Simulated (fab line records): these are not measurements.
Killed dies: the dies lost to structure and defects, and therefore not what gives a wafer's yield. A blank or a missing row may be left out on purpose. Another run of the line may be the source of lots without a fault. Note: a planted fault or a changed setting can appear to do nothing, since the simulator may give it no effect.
Which of the tools did it?	flow sky130	13 lots with 39 wafers sampled at 4 steps, on a route of 708 steps

== WHAT THE GAUGES SHOWED, per wafer ==
SKY_VIA2_CD_MEAS_12: the cd target is 200 nm. Usual: cdNm reads 199.8 nm (standard deviation 1.5).
lot	measured	on	cdNm (nm)	flag
L960	day 37 07:34	cdSem-02	199.4 199.1 200.7	
L959	day 37 09:26	cdSem-01	200.9 200.2 202.5	
L962	day 37 16:01	cdSem-01	198.2 198.4 199.8	
L961	day 37 19:56	cdSem-02	199.9 199.7 199.8	
L966	day 38 23:17	cdSem-02	202.7 201.3 202.2	
L967	day 39 01:13	cdSem-02	199.8 199.3 197.0	
L968	day 39 12:23	cdSem-01	203.0 203.3 201.1	
L970	day 40 02:39	cdSem-01	198.9 199.3 199.6	
L975	day 41 13:07	cdSem-02	199.2 200.5 199.3	
L976	day 41 19:10	cdSem-01	198.8 198.2 198.2	
L977	day 42 03:42	cdSem-01	199.9 202.1 200.8	
L979	day 42 14:00	cdSem-02	198.3 199.4 198.3	
L980	day 42 14:54	cdSem-02	199.1 199.3 200.1	

SKY_CAPM_THK_MEAS_01. Usual: CAPM_CVD_00_THK 15.59 nm, standard deviation 0.2.
lot	measured	on	CAPM_CVD_00_THK (nm)	flag
L960	day 37 09:16	filmMetro-01	15.37 15.38 15.58	
L959	day 37 11:12	filmMetro-03	15.26 15.68 15.51	
L962	day 37 17:50	filmMetro-03	15.65 15.67 15.96	
L961	day 37 21:38	filmMetro-01	15.36 15.37 15.75	
L966	day 39 01:33	filmMetro-03	15.39 15.70 15.65	
L967	day 39 03:09	filmMetro-03	15.63 15.80 15.80	
L968	day 39 14:04	filmMetro-04	15.10 15.33 15.46	
L970	day 40 04:24	filmMetro-03	15.34 15.71 15.63	
L975	day 41 14:52	filmMetro-03	15.37 15.71 15.47	
L976	day 41 20:50	filmMetro-04	15.39 15.74 15.80	
L977	day 42 05:24	filmMetro-01	15.48 15.76 15.96	
L979	day 42 15:50	filmMetro-04	15.40 15.82 15.57	
L980	day 42 16:44	filmMetro-03	15.67 15.99 16.08	

== TOOL THAT RAN EACH LOT (tool first, then ch and the chambers of the sampled wafers, then the start) ==
lot	SKY_VIA2_CVD_21	SKY_METAL3_SPUTTER_04
L960	cvdW-01 ch 0, day 37 08:29	pvdSputter-03, day 37 09:12
L959	cvdW-01 ch 0,1, day 37 10:26	pvdSputter-03, day 37 11:07
L962	cvdW-01 ch 0, day 37 16:58	pvdSputter-01, day 37 17:46
L961	cvdW-02 ch 1, day 37 20:50	pvdSputter-04, day 37 21:33
L966	cvdW-02 ch 0, day 39 00:40	pvdSputter-04, day 39 01:28
L967	cvdW-02 ch 0, day 39 02:14	pvdSputter-01, day 39 03:03
L968	cvdW-02 ch 0,1, day 39 13:19	pvdSputter-03, day 39 13:59
L970	cvdW-02 ch 0,1, day 40 03:36	pvdSputter-01, day 40 04:20
L975	cvdW-02 ch 0,1, day 41 14:05	pvdSputter-03, day 41 14:48
L976	cvdW-02 ch 0,1, day 41 20:04	pvdSputter-03, day 41 20:44
L977	cvdW-02 ch 0,1, day 42 04:37	pvdSputter-03, day 42 05:20
L979	cvdW-01 ch 1, day 42 14:55	pvdSputter-03, day 42 15:46
L980	cvdW-01 ch 1, day 42 15:52	pvdSputter-01, day 42 16:39
- SKY_VIA2_CVD_21: deposits W, target thk 420 nm, time 126.4 s.
- SKY_METAL3_SPUTTER_04: material TiN, target thk 70 nm, time 58.3 s.

== AS READ BY THE TOOLS THEMSELVES (means over the sampled wafers that have a number; for cases with no such wafer, the mark the record gives instead) ==
SKY_VIA2_CVD_21. Usual: heaterPowerW 868 W, standard deviation 140; susceptorTempC 399.99 C, standard deviation 0.19.
lot	tool	heaterPowerW (W)	susceptorTempC (C)	flag
L960	cvdW-01	838	400.30	
L959	cvdW-01	714	400.11	
L962	cvdW-01	841	400.16	
L961	cvdW-02	789	400.16	
L966	cvdW-02	1026	399.97	
L967	cvdW-02	1034	399.98	
L968	cvdW-02	868	399.82	
L970	cvdW-02	870	400.02	
L975	cvdW-02	957	402.50	OFF
L976	cvdW-02	884	402.49	OFF
L977	cvdW-02	961	402.55	OFF
L979	cvdW-01	668	399.83	
L980	cvdW-01	665	399.77	

SKY_METAL3_SPUTTER_04. Usual: cathodeDcPowerW 6500.1 W, standard deviation 1.2; throttleValvePct 30.4 %, standard deviation 1.1.
lot	tool	cathodeDcPowerW (W)	throttleValvePct (%)	flag
L960	pvdSputter-03	6498.8	30.4	
L959	pvdSputter-03	6500.9	30.3	
L962	pvdSputter-01	6501.3	30.5	
L961	pvdSputter-04	6499.8	30.4	
L966	pvdSputter-04	6500.1	30.4	
L967	pvdSputter-01	6499.5	30.3	
L968	pvdSputter-03	6500.4	30.8	
L970	pvdSputter-01	6501.4	30.5	
L975	pvdSputter-03	6500.3	30.6	
L976	pvdSputter-03	6498.5	30.2	
L977	pvdSputter-03	6500.5	30.7	
L979	pvdSputter-03	6499.6	30.5	
L980	pvdSputter-01	6500.0	29.4	

== THE ANSWER, worked out from the rows above alone ==
Rule: a lot is off if the mean of its wafers that have a number lies more than 3 standard deviations from the usual mean. A lot without any number at a reading at which 4 lots or more have one is off too. The other lots that the step has rows for count as sound. After the gauges, taken in route order, come the tools' own readings; for these a lot's mean is taken, as printed above. The first step at which some lot is off is used, and at that step the reading that is off furthest; a lot without a number counts as furthest.
Off: L975, L976, L977, at SKY_VIA2_CVD_21 (susceptorTempC).
If a tool, at that step or one of the process steps before it, ran each lot that is off and ran no sound lot following the first of them, it fits. One candidate fits, namely cvdW-02 at SKY_VIA2_CVD_21. Its last sound lot is L970 (day 40 03:36), its first lot that is off L975 (day 41 14:05): a fault that began between those two fits.
On the lots that are off, the tool's own readings at SKY_VIA2_CVD_21 differ by more than 5 times the standard deviation of the sound lots' means, which bears it out; susceptorTempC reads 402.51 C there versus 400.01 C on the sound lots.

== WHAT HAD BEEN PUT IN BY THE SIMULATOR ==
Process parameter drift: cvdW-02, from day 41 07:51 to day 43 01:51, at SKY_VIA2_CVD_21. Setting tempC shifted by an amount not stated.
Struck lots among those shown: L975, L976, L977. The rule above reached the same finding.
